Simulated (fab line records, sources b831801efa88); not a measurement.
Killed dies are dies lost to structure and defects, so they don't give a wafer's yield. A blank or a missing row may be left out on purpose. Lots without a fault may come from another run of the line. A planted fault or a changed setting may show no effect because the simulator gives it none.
Problem report in the 8D (eight disciplines) form, filled by code | flow sky130 | the parts of the form that need people (team, actions taken, sign-off) are left out

1. THE PROBLEM
RES_XHIGH_RS at SKY_SD_N_RS_MEAS_18 reads a mean of 344.2 ohm/sq on 6 wafers of 2 lots; wafers without a fault read 333.3 ohm/sq with a standard deviation of 1.2. That is +9.1 standard deviations from the usual mean.
The step: measures by four-point-probe.
First seen on wafer L521.3, day 35 11:08, on film_metro-03. The record holds 18 wafers of 6 lots with a number at this step. Rule for "out", or "out of limits": more than 4 standard deviations from the usual mean. The other wafers with a number count as sound.

2. WHAT IT IS AND WHAT IT IS NOT
question                    | is                     | is not
which readings at this step | RES_XHIGH_RS           | -
which lots                  | L521, L522             | L501, L506, L507, L510
which wafers of those lots  | all that have a number | -
read on which gauges        | film_metro-03          | film_metro-01
when                        | from day 35 11:08      | up to then (12 sound wafers)

3. SUSPECTS, AND WHAT RULES EACH OUT
Counting: a tool at a process step up to the reading stays a suspect if it ran every lot that is out and no sound lot after the first of them.
- the gauge at SKY_SD_N_RS_MEAS_18: ruled out. All the wafers that are out were read on film_metro-03, but those of them that SKY_RES_XHIGH_IMPLANT_07 has rows for are out there too, on other tools.
- implanter-01 at SKY_RES_XHIGH_IMPLANT_07: kept. It ran every lot that is out, first L521 (day 34 05:53), and no sound lot after that; its last sound lot up to then is L506 (day 29 16:25). Its own readings are out on those wafers: dose_ions_cm2.
Left after counting: implanter-01 at SKY_RES_XHIGH_IMPLANT_07.

4. THE CAUSE (what the simulator had put in)
Process parameter drift: implanter-01, from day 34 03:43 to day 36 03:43, at SKY_RES_XHIGH_IMPLANT_07. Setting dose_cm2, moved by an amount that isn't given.
Counting left only this tool.

5. THE CHAIN OF EFFECTS, in route order
Each row: a reading whose mean over the struck wafers that have a number lies more than 3 standard deviations from the usual. Only readings for which the record gives a usual standard deviation are gone through. hours: the time from each lot's start at the first step in this table that gives one to its start at this step, as a median over the lots. sigmas: the change in usual standard deviations.
hours | step                     | reading       | usual        | on struck wafers | change     | sigmas
0     | SKY_RES_XHIGH_IMPLANT_07 | dose_ions_cm2 | 3.599e+14    | 3.466e+14        | -1.328e+13 | -30
28    | SKY_SD_N_RS_MEAS_18      | RES_XHIGH_RS  | 333.3 ohm/sq | 344.2            | +10.9      | +9.1
The process steps in it:
- SKY_RES_XHIGH_IMPLANT_07

6. WHAT WOULD HAVE CAUGHT IT SOONER
In this record the first reading out of limits at a measuring or inspecting step was taken at day 35 11:08, 31 hours after the fault began at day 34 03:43.
The tool's own readings at SKY_RES_XHIGH_IMPLANT_07 were out on every struck wafer that the step has a row for (dose_ions_cm2): an alarm limit on them would have fired on the first of those.
All the lots that are out (2) had begun SKY_RES_XHIGH_IMPLANT_07 on implanter-01 by day 35 11:08. A hold on the tool at that time would have spared none of them.
